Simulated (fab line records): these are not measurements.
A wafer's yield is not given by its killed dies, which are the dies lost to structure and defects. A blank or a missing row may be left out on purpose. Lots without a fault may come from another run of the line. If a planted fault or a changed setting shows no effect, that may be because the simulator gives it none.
The tool behind it: which one? + flow gf180mcu + 12 lots, 36 wafers sampled, at 2 steps of a route of 602

## WHAT THE GAUGES READ, wafer by wafer
GF_V5_OVL_MEAS_15.
| lot  | measured     | on         | V5_OVL (nm) |
|------|--------------|------------|-------------|
| L194 | day 26 15:43 | overlay-02 | -13 -12 -11 |
| L195 | day 27 07:31 | overlay-01 | -8 -3 -2    |
| L196 | day 27 10:35 | overlay-02 | -7 -7 -12   |
| L197 | day 28 00:43 | overlay-01 | -3 0 -4     |
| L198 | day 28 20:00 | overlay-01 | 3 -7 2      |
| L204 | day 30 17:02 | overlay-02 | -5 -5 -11   |
| L205 | day 30 20:06 | overlay-02 | -10 -9 -10  |
| L208 | day 31 10:24 | overlay-01 | -3 0 -2     |
| L207 | day 31 12:55 | overlay-01 | 2 -7 -7     |
| L210 | day 32 00:10 | overlay-01 | -10 -11 -9  |
| L211 | day 32 05:19 | overlay-02 | -4 -1 -3    |
| L215 | day 32 20:31 | overlay-02 | -4 -2 -1    |

## TOOL THAT RAN EACH LOT (tool first, then ch and the chambers of the sampled wafers, then the start)
| lot  | GF_V3_CVD_23                  |
|------|-------------------------------|
| L194 | cvd w-01 ch 0,1, day 21 19:05 |
| L195 | cvd w-02 ch 0,1, day 22 13:50 |
| L196 | cvd w-02 ch 0,1, day 22 17:20 |
| L197 | cvd w-01 ch 0, day 23 08:55   |
| L198 | cvd w-01 ch 0,1, day 24 07:58 |
| L204 | cvd w-01 ch 0,1, day 26 11:51 |
| L205 | cvd w-01 ch 0,1, day 26 13:56 |
| L208 | cvd w-01 ch 0,1, day 27 07:43 |
| L207 | cvd w-01 ch 0,1, day 27 10:04 |
| L210 | cvd w-02 ch 0,1, day 27 21:23 |
| L211 | cvd w-02 ch 0,1, day 28 05:30 |
| L215 | cvd w-02 ch 0,1, day 28 22:34 |
- GF_V3_CVD_23: deposits W, target thk 350 nm, time 104.9 s.

## AS READ BY THE TOOLS THEMSELVES (means over the sampled wafers that have a number; for cases with no such wafer, the mark the record gives instead)
GF_V3_CVD_23.
| lot  | tool     | heater power w (W) |
|------|----------|--------------------|
| L194 | cvd w-01 | 803                |
| L195 | cvd w-02 | 749                |
| L196 | cvd w-02 | 745                |
| L197 | cvd w-01 | 857                |
| L198 | cvd w-01 | 868                |
| L204 | cvd w-01 | 858                |
| L205 | cvd w-01 | 811                |
| L208 | cvd w-01 | 816                |
| L207 | cvd w-01 | 802                |
| L210 | cvd w-02 | 763                |
| L211 | cvd w-02 | 807                |
| L215 | cvd w-02 | 806                |

## THE ANSWER, worked out from the rows above alone
Rule: what is usual is taken from the lots themselves. Put in order of their means at a reading, lots are off if they are a third of the lots or fewer, leave a main group of 4 or more, and stand apart from it by a gap of 3 or more times the standard deviation of the main group's means; of several such gaps the widest counts. A main group is skipped when, at the precision printed for the reading in the tables above, its means are all equal. Also off: a lot with no number at a reading for which 4 or more lots have one. All remaining lots with rows at the step are treated as sound. After the gauges, taken in route order, come the tools' own readings; for these a lot's mean is taken, as printed above. The first step at which some lot is off is used, and at that step the reading that is off furthest; a lot without a number counts as furthest.
Across all readings shown, no lot is off: no conclusion can be drawn from this.

## WHAT THE SIMULATOR HAD PUT IN
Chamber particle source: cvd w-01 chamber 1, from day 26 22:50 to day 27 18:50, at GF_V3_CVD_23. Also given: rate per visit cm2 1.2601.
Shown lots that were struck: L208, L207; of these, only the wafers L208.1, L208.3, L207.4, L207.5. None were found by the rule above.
